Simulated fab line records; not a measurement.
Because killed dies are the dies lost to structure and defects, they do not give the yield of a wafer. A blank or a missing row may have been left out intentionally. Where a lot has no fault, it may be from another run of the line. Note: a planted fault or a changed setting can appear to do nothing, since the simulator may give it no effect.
Matching of chambers | flow gf180mcu | GF_V5_CVD_02 on pecvd-03 has 3 sister chambers
The step deposits SiO2 from TEOS, target thk 1450 nm, time 163.28 s. 3 wafers are shown with their chamber, then 10 later ones without.

WAFERS, EACH WITH ITS CHAMBER
wafer  | chamber | heaterPowerW (W)
L082.5 | 0       | 816
L085.1 | 1       | 691
L085.2 | 2       | 726

WAFERS MISSING THEIR CHAMBER
wafer  | heaterPowerW (W)
L085.5 | 591
L090.2 | 646
L090.3 | 685
L090.5 | 681
L091.2 | 558
L091.4 | 629
L091.6 | 689
L095.1 | 833
L095.2 | 661
L095.3 | 688

WHICH CHAMBER EACH ONE RAN IN
wafer  | from the rows above     | in truth
L085.5 | can't be placed: 1 or 2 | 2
L090.2 | can't be placed: 1 or 2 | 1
L090.3 | can't be placed: 1 or 2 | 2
L090.5 | can't be placed: 1 or 2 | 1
L091.2 | can't be placed: 1 or 2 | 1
L091.4 | can't be placed: 1 or 2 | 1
L091.6 | can't be placed: 1 or 2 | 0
L095.1 | can't be placed: 0 or 2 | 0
L095.2 | can't be placed: 1 or 2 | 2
L095.3 | can't be placed: 1 or 2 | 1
Correct placement for 0 of the 10. Can't be placed from these rows: 10 (the true chamber is among the candidates in 9). 0 placed wrongly.
How it was worked out, from the rows above alone: a wafer's distance from a chamber is the root of the sum, over the readings, of the square of ((its reading less the chamber's mean) divided by the reading's scatter). If the next closest chamber is less than 2 further off than the closest, the wafer can't be placed; otherwise it belongs to the closest. A chamber's mean is the mean of its shown wafers. The scatter: with one shown wafer a chamber, the root of the mean of the squares of how far each hidden wafer lies from its nearest shown one.
